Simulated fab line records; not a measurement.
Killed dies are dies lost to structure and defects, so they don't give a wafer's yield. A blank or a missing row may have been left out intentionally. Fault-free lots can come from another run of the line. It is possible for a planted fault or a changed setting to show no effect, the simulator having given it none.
fab line records	flow sky130
record lots=6	wafers=18	last_day=50
route steps=708 shown LDD_LDN@299 SPACER@304 POLY_CUT@307 PAD_OPEN@708
lots with no fault: from the same line, run without faults
start_h: hours from the record's opening day to when the first of the lot's shown wafers began	wait_h: hours from the lot's prior step to this one	" identical to the entry in the row above	L1.1+2: a row that stands for several wafers	- no value present, or no start provided	* or withheld: withheld	< > ~ a bound
route shown NAME@n: NAME is a module with steps in the file, n the number in the route of the first one	usual: mean/standard deviation of fault-free wafers	same: alike in all rows	chamber/n: place in a boat	sites: each site's reading	_std_site: the values' standard deviation	_edge_site: mean of outer sites minus mean of inner sites	radius_mm: how far each site lies from the wafer's centre	mask NAME#n: copy n	behind: tool/chamber where the wafer was last shaped	hold: the reason the lot was held/the length of the hold in hours/how it ended	device: the transistor (n, p or np) that didn't switch	end of line: the same wafers' tests at the end of the route	where a step has no rows: the recipe by itself	killed: dies that structure and defects cost at the first sort, which is not the same as the wafer's yield	map: per-die view of a wafer (x killed, . not killed, _ where there is no die)
set.NAME: the run value of the setting; set.NAME@STEP: its run value at that earlier step	model.NAME: the simulator's own value behind a step, which no gauge read
a table for each step, a row for each wafer; lots at some steps of the route
services: the hour from which a tool's chamber was out of use, counted from the record's first day as start_h (under 0 if before that day), plus the number of hours and why
## steps
# step SKY_LDD_LDN_IMPLANT_10
# recipe species=As	energy_kev=15	dose_cm2=1.25e+13	tilt_deg=withheld	rotation_deg=203
# step SKY_LDD_LDN_IMPLANT_11
# recipe species=As	energy_kev=15	dose_cm2=1.25e+13	tilt_deg=withheld	rotation_deg=293
# step SKY_LDD_LDN_STRIP_12
# recipe chemistry=O2/N2	power_w=1400	pressure_mtorr=1500	platen_temp_c=withheld	o2_flow_sccm=3000	n2_flow_sccm=300	overash_fraction=0.5
# usual drypump_motor_current_A=5.8/0.61	oes_product_au=0.715/0.0049	strip_time_to_endpoint_s=14.19/0.045
lot.wafer	tool	chamber	start_h	wait_h	drypump_motor_current_A	oes_product_au	rf_hours_counter_h	strip_time_to_endpoint_s
L733.2	plasma_asher-02	1	594.66	0.1	5.8	0.709	45	14.17
L733.3	"	0	"	"	6.3	0.726	-	14.17
L733.6	"	1	"	"	5.8	0.726	-	14.18
L734.3	plasma_asher-04	0	620.05	0.1	6.8	0.722	-	14.15
L734.5	"	1	"	"	5.3	0.713	-	14.13
L734.6	"	0	"	"	6.8	0.718	-	14.17
L735.3	plasma_asher-04	1	625.15	0.1	5.3	0.709	-	14.17
L735.5	"	0	"	"	6.8	0.724	-	14.19
L735.6	"	1	"	"	5.3	0.717	-	14.16
L744.2	plasma_asher-04	1	681.47	0.1	5.3	0.712	88	14.20
L744.3	"	0	"	"	6.8	0.722	-	14.17
L744.6	"	0	"	"	6.8	0.709	-	14.19
L746.1	plasma_asher-01	0	696.71	0.1	5.2	0.708	24	14.22
L746.5	"	1	"	"	5.5	0.709	-	14.17
L746.6	"	0	"	"	5.2	0.715	-	14.17
L747.2	plasma_asher-04	0	705.56	0.1	6.8	0.717	91	14.19
L747.3	"	0	"	"	6.8	0.710	-	14.21
L747.4	"	1	"	"	5.3	0.714	-	14.16
# step SKY_LDD_LDN_TW_MEAS_13
# usual LDD_LDN_TW=1470/9.2
lot.wafer	tool	chamber	start_h	wait_h	LDD_LDN_TW
L733.2	film_metro-02	-	594.77	0.1	1484
L733.3	"	-	"	"	1478
L733.6	"	-	"	"	1492
L734.3	film_metro-02	-	620.14	0.1	1478
L734.5	"	-	"	"	1468
L734.6	"	-	"	"	1477
L735.3	film_metro-03	-	625.23	0.1	1469
L735.5	"	-	"	"	1470
L735.6	"	-	"	"	1467
L744.2	film_metro-01	-	681.58	0.1	1456
L744.3	"	-	"	"	1454
L744.6	"	-	"	"	1461
L746.1	film_metro-01	-	696.81	0.1	1458
L746.5	"	-	"	"	1453
L746.6	"	-	"	"	1460
L747.2	film_metro-02	-	705.67	0.1	1476
L747.3	"	-	"	"	1475
L747.4	"	-	"	"	1479
# step SKY_LDD_LDN_CLEAN_14
# recipe chemistry=SC1/SC2	mix=1:4:20	temp_c=70	time_s=150	dry=n2_spin
# step SKY_SPACER_CVD_00
# recipe material=Si3N4	precursor=DCS/NH3	target_thk_nm=43.1	temp_c=770	time_s=740	pressure_mtorr=250
# step SKY_SPACER_THK_MEAS_01
# recipe reads=Si3N4_of_SPACER_CVD_00
# usual SPACER_CVD_00_THK=43.1/0.44
lot.wafer	tool	chamber	start_h	wait_h	SPACER_CVD_00_THK[nm]
L733.2	film_metro-02	-	596.44	0.0	43.5
L733.3	"	-	"	"	43.6
L733.6	"	-	"	"	43.2
L734.3	film_metro-04	-	621.46	0.0	42.7
L734.5	"	-	"	"	43.0
L734.6	"	-	"	"	43.0
L735.3	film_metro-01	-	627.62	0.0	44.5
L735.5	"	-	"	"	43.8
L735.6	"	-	"	"	43.8
L744.2	film_metro-01	-	684.30	0.0	43.4
L744.3	"	-	"	"	43.5
L744.6	"	-	"	"	43.3
L746.1	film_metro-04	-	698.73	0.0	43.7
L746.5	"	-	"	"	43.3
L746.6	"	-	"	"	43.8
L747.2	film_metro-02	-	706.98	0.0	42.8
L747.3	"	-	"	"	43.4
L747.4	"	-	"	"	43.2
# step SKY_SPACER_ETCHBACK_02
# recipe chemistry=CH3F/O2	target=Si3N4	stop_on=SiO2	source_w=400	bias_w=80	pressure_mtorr=25	ch3f_flow_sccm=40	O2_flow_sccm=30	time_s=46.7	target_depth_a=450
# usual drypump_motor_current_A=5.6/0.36	oes_product_au=0.854/0.0071	throttle_valve_pct=10.562/0.0085
lot.wafer	tool	chamber	start_h	wait_h	drypump_motor_current_A	oes_product_au	rf_hours_counter_h	throttle_valve_pct
L733.2	rie_diel-03	3	596.49	0.0	6.0	0.856	63	10.559
L733.3	"	0	"	"	5.6	0.857	8	10.551
L733.6	"	2	"	"	5.4	0.844	-	10.571
L734.3	rie_diel-02	3	621.50	0.0	5.4	0.854	33	10.564
L734.5	"	2	"	"	6.3	0.861	-	10.555
L734.6	"	3	"	"	5.3	0.855	-	10.562
L735.3	rie_diel-01	1	627.66	0.0	5.5	0.868	8	10.555
L735.5	"	0	"	"	4.9	0.861	-	10.552
L735.6	"	1	"	"	5.5	0.865	-	10.561
L744.2	rie_diel-02	0	684.35	0.0	5.7	0.860	33	10.547
L744.3	"	2	"	"	6.2	0.857	45	10.559
L744.6	"	3	"	"	5.3	0.860	-	10.565
L746.1	rie_diel-02	3	698.79	0.1	5.3	0.864	35	10.561
L746.5	"	2	"	"	6.2	0.869	-	10.552
L746.6	"	1	"	"	5.8	0.861	-	10.557
L747.2	rie_diel-01	1	707.03	0.0	5.5	0.854	10	10.549
L747.3	"	2	"	"	5.8	0.855	7	10.563
L747.4	"	0	"	"	5.0	0.854	-	10.569
# step SKY_POLY_CUT_DEHYDRATE_00
# recipe temp_c=200	time_s=60
# step SKY_POLY_CUT_HMDS_01
# recipe prime_time_s=60	prime_temp_c=120
# step SKY_POLY_CUT_COAT_02
# recipe resist=BARC	temp_c=withheld	time_s=withheld	spin_rpm=3000	resist_thk_nm=60
# step SKY_POLY_CUT_COAT_03
# recipe resist=KrF-thick	spin_rpm=3000	resist_thk_nm=450
# step SKY_POLY_CUT_SOFTBAKE_04
# recipe temp_c=100	time_s=90	resist=KrF-thick
# usual heater_power_total_W=57.37/0.11	run_length_s=119.13/0.25
lot.wafer	tool	chamber	start_h	wait_h	heater_power_total_W	run_length_s
L733.2	litho_track-04	0	610	-	57.54	118.88
L733.3	"	0	"	"	57.54	118.75
L733.6	"	0	"	"	57.38	118.96
L734.3	litho_track-02	0	634	-	59.13	111.25
L734.5	"	0	"	"	59.24	111.13
L734.6	"	0	"	"	59.21	111.03
L735.3	litho_track-02	0	641	-	59.25	111.33
L735.5	"	0	"	"	58.98	111.04
L735.6	"	0	"	"	59.14	111.06
L744.2	litho_track-02	0	697	-	57.50	119.34
L744.3	"	0	"	"	57.24	119.31
L744.6	"	0	"	"	57.59	119.45
L746.1	litho_track-04	0	712	-	57.48	118.75
L746.5	"	0	"	"	57.41	118.77
L746.6	"	0	"	"	57.54	118.99
L747.2	litho_track-04	0	719	-	57.44	118.95
L747.3	"	0	"	"	57.52	118.77
L747.4	"	0	"	"	57.22	118.92
# step SKY_POLY_CUT_EXPOSE_05
# recipe mask_id=NPCM	na=0.8	source_shape=annular	sigma_inner=0.55	sigma_outer=0.85	target_cd_nm=270	dose_mj=32
# step SKY_PAD_OPEN_PROBE_99
# usual killed_at_M0_to_M3=43/6.6	killed_at_M4_up=3.2/1.9	killed_at_contacts=25/5.3	killed_at_front_end=16/4.5	killed_at_other=0.3/0.63	killed_dies=87/8.9	killed_open=48/7.9	killed_short=39/5.3
# same gross_dies=492	killed_at_back_side=0
lot.wafer	tool	chamber	start_h	wait_h	killed_at_M0_to_M3	killed_at_M4_up	killed_at_contacts	killed_at_front_end	killed_at_other	killed_dies	killed_open	killed_short
L733.2	prober-01	-	1119.29	0.1	47	2	24	19	1	93	53	40
L733.3	prober-01	-	1119.34	0.2	51	2	19	16	0	88	48	39
L733.6	prober-01	-	1119.49	0.2	36	2	26	11	0	75	34	41
L734.3	prober-02	-	1139.60	0.2	48	2	22	12	0	84	43	41
L734.5	prober-02	-	1139.70	0.2	37	2	27	10	0	76	43	33
L734.6	prober-02	-	1139.75	0.2	44	5	34	13	0	96	63	33
L735.3	prober-01	-	1143.10	0.2	45	3	25	14	0	87	46	41
L735.5	prober-01	-	1143.20	0.2	38	4	29	12	0	83	46	37
L735.6	prober-01	-	1143.25	0.2	40	5	17	17	0	79	35	44
L744.2	prober-02	-	1180.03	0.1	45	2	23	14	0	84	56	28
L744.3	prober-02	-	1180.08	0.2	47	1	27	18	0	93	45	48
L744.6	prober-02	-	1180.23	0.2	32	1	27	16	0	76	37	38
L746.1	prober-02	-	1189.36	0.1	45	3	27	9	0	84	56	28
L746.5	prober-02	-	1189.56	0.2	49	1	30	23	1	104	62	42
L746.6	prober-02	-	1189.61	0.2	46	1	17	24	1	89	54	35
L747.2	prober-01	-	1193.05	0.1	45	6	28	18	0	97	44	52
L747.3	prober-01	-	1193.10	0.2	41	2	29	20	0	92	52	40
L747.4	prober-01	-	1193.15	0.2	36	4	38	23	0	101	52	49
# killed by level:class
L733.2 VIA1:geometric_particle:open=11 VIA2:geometric_particle:open=10 CONTACT:geometric_particle:open=8 FIELD_ISO:geometric_particle:open=7 LI_CONTACT:geometric_particle:open=7 POLY_GATE:geometric_particle:short=6 VIA1:geometric_particle:short=5 METAL3:geometric_particle:short=5
L733.3 VIA2:geometric_particle:open=14 VIA1:geometric_particle:open=8 FIELD_ISO:geometric_particle:short=6 LOCAL_INTERCONNECT:geometric_particle:short=6 METAL2:geometric_particle:short=6 CONTACT:geometric_particle:open=6 VIA3:geometric_particle:open=5 VIA1:geometric_particle:short=5
L733.6 LI_CONTACT:geometric_particle:open=11 METAL3:geometric_particle:short=7 CONTACT:geometric_particle:short=6 VIA1:geometric_particle:open=6 METAL2:geometric_particle:short=5 CONTACT:geometric_particle:open=5 METAL1:geometric_particle:short=5 VIA1:geometric_particle:short=4
L734.3 VIA1:geometric_particle:open=15 CONTACT:geometric_particle:short=8 METAL2:geometric_particle:short=7 METAL1:geometric_particle:short=6 CONTACT:geometric_particle:open=5 VIA2:geometric_particle:open=5 VIA1:geometric_particle:short=4 LI_CONTACT:geometric_particle:open=4
L734.5 CONTACT:geometric_particle:open=9 VIA1:geometric_particle:open=9 VIA3:geometric_particle:open=7 LI_CONTACT:geometric_particle:open=6 VIA2:geometric_particle:open=5 LOCAL_INTERCONNECT:geometric_particle:short=4 METAL1:geometric_particle:short=4 METAL2:geometric_particle:short=4
L734.6 VIA2:geometric_particle:open=12 VIA1:geometric_particle:open=10 CONTACT:geometric_particle:open=10 VIA3:geometric_particle:open=10 LI_CONTACT:geometric_particle:open=8 LOCAL_INTERCONNECT:geometric_particle:short=8 METAL1:geometric_particle:short=5 POLY_GATE:geometric_particle:open=4
L735.3 CONTACT:geometric_particle:open=9 LI_CONTACT:geometric_particle:open=8 VIA1:geometric_particle:open=6 METAL3:geometric_particle:short=6 VIA2:geometric_particle:open=6 METAL2:geometric_particle:short=5 LOCAL_INTERCONNECT:geometric_particle:short=4 POLY_GATE:geometric_particle:open=4
L735.5 CONTACT:geometric_particle:open=11 METAL2:geometric_particle:short=9 VIA2:geometric_particle:open=9 LI_CONTACT:geometric_particle:open=7 VIA1:geometric_particle:open=6 VIA3:geometric_particle:open=5 FIELD_ISO:geometric_particle:short=4 METAL4:geometric_particle:short=4
L735.6 METAL2:geometric_particle:short=8 CONTACT:geometric_particle:open=6 VIA2:geometric_particle:open=6 VIA1:geometric_particle:short=5 FIELD_ISO:geometric_particle:open=5 POLY_GATE:geometric_particle:short=5 LOCAL_INTERCONNECT:geometric_particle:short=5 METAL1:geometric_particle:short=5
L744.2 VIA1:geometric_particle:open=17 CONTACT:geometric_particle:open=10 VIA2:geometric_particle:open=8 LI_CONTACT:geometric_particle:open=6 METAL1:geometric_particle:short=5 VIA3:geometric_particle:open=5 POLY_GATE:geometric_particle:short=4 LOCAL_INTERCONNECT:geometric_particle:short=3
L744.3 VIA1:geometric_particle:open=12 VIA1:geometric_particle:short=8 CONTACT:geometric_particle:open=8 LI_CONTACT:geometric_particle:open=7 POLY_GATE:geometric_particle:short=7 METAL2:geometric_particle:short=6 LOCAL_INTERCONNECT:geometric_particle:short=5 METAL1:geometric_particle:short=5
L744.6 LI_CONTACT:geometric_particle:open=11 VIA3:geometric_particle:open=9 FIELD_ISO:geometric_particle:short=6 LOCAL_INTERCONNECT:geometric_particle:short=6 METAL2:geometric_particle:short=5 VIA1:geometric_particle:short=5 FIELD_ISO:geometric_particle:open=4 CONTACT:geometric_particle:open=4
L746.1 VIA1:geometric_particle:open=13 CONTACT:geometric_particle:open=10 VIA3:geometric_particle:open=8 LI_CONTACT:geometric_particle:open=7 VIA2:geometric_particle:open=6 FIELD_ISO:geometric_particle:open=5 CONTACT:geometric_particle:short=4 METAL1:geometric_particle:short=4
L746.5 LI_CONTACT:geometric_particle:open=12 VIA1:geometric_particle:open=12 VIA2:geometric_particle:open=9 POLY_GATE:geometric_particle:short=8 CONTACT:geometric_particle:open=7 POLY_GATE:geometric_particle:open=5 METAL1:geometric_particle:short=5 VIA1:geometric_particle:short=5
L746.6 VIA1:geometric_particle:open=14 FIELD_ISO:geometric_particle:open=10 VIA1:geometric_particle:short=7 METAL1:geometric_particle:short=7 POLY_GATE:geometric_particle:open=5 LI_CONTACT:geometric_particle:open=5 VIA3:geometric_particle:open=5 LOCAL_INTERCONNECT:geometric_particle:short=4
L747.2 CONTACT:geometric_particle:open=14 METAL2:geometric_particle:short=8 METAL1:geometric_particle:short=7 CONTACT:geometric_particle:short=7 POLY_GATE:geometric_particle:short=5 VIA2:geometric_particle:short=5 VIA1:geometric_particle:open=5 VIA3:geometric_particle:open=5
L747.3 CONTACT:geometric_particle:open=16 VIA1:geometric_particle:open=11 CONTACT:geometric_particle:short=7 FIELD_ISO:geometric_particle:open=5 FIELD_ISO:geometric_particle:short=5 VIA1:geometric_particle:short=5 VIA2:geometric_particle:open=5 LI_CONTACT:geometric_particle:open=4
L747.4 LI_CONTACT:geometric_particle:open=14 CONTACT:geometric_particle:open=11 METAL2:geometric_particle:short=10 FIELD_ISO:geometric_particle:open=6 VIA1:geometric_particle:short=6 POLY_GATE:geometric_particle:short=5 CONTACT:geometric_particle:short=5 VIA1:geometric_particle:open=5
## services
tool	chamber	start_h	hours	kind
plasma_asher-04	-	603.06	2.8	pm
rie_diel-02	1	611.56	-	clean
rie_diel-02	1	611.56	16.1	scheduled_down
rie_diel-02	1	611.56	16.1	vent_cycle
rie_diel-03	-	616.60	0.4	repair
rie_diel-03	3	633.97	-	clean
rie_diel-03	3	633.97	16.6	scheduled_down
rie_diel-03	3	633.97	16.6	vent_cycle
rie_diel-02	-	635.15	2.8	repair
plasma_asher-01	-	649.55	16.9	repair
rie_diel-01	3	665.48	16.8	repair
plasma_asher-01	-	666.47	14.6	pm
rie_diel-01	2	668.66	16.0	repair
plasma_asher-02	-	685.27	15.6	pm
rie_diel-01	3	697.17	8.3	repair
rie_diel-03	1	700.21	14.7	repair
rie_diel-01	3	705.44	-	clean
rie_diel-01	3	705.44	20.1	scheduled_down
rie_diel-01	3	705.44	20.1	vent_cycle
rie_diel-03	-	706.53	2.8	pm
## key
first_sign step=SKY_POLY_CUT_SOFTBAKE_04	reading=run_length_s	direction=down	sigmas=32	usual=*	struck=*
effect step=SKY_POLY_CUT_SOFTBAKE_04	reading=heater_power_total_W	direction=up	sigmas=16	usual=*	struck=*
met_at SKY_POLY_CUT_SOFTBAKE_04
struck_wafers L734.3,L734.5,L734.6,L735.3,L735.5,L735.6
tester_left_out L734,L735
fault kind=process_parameter_drift	tool=litho_track-02	chamber=-	onset_h=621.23	steps=SKY_POLY_CUT_SOFTBAKE_04	channel=time_s	offset=*	shape=step	end_h=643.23	acts_in=*	stated=*
# tester_left_out: of these lots the tester's yield and bins aren't shown, on N5 and GAA mostly nor the transistor test; their killed dies are dies lost to structure and defects alone, not to doping, threshold or leakage, so they don't give the yield
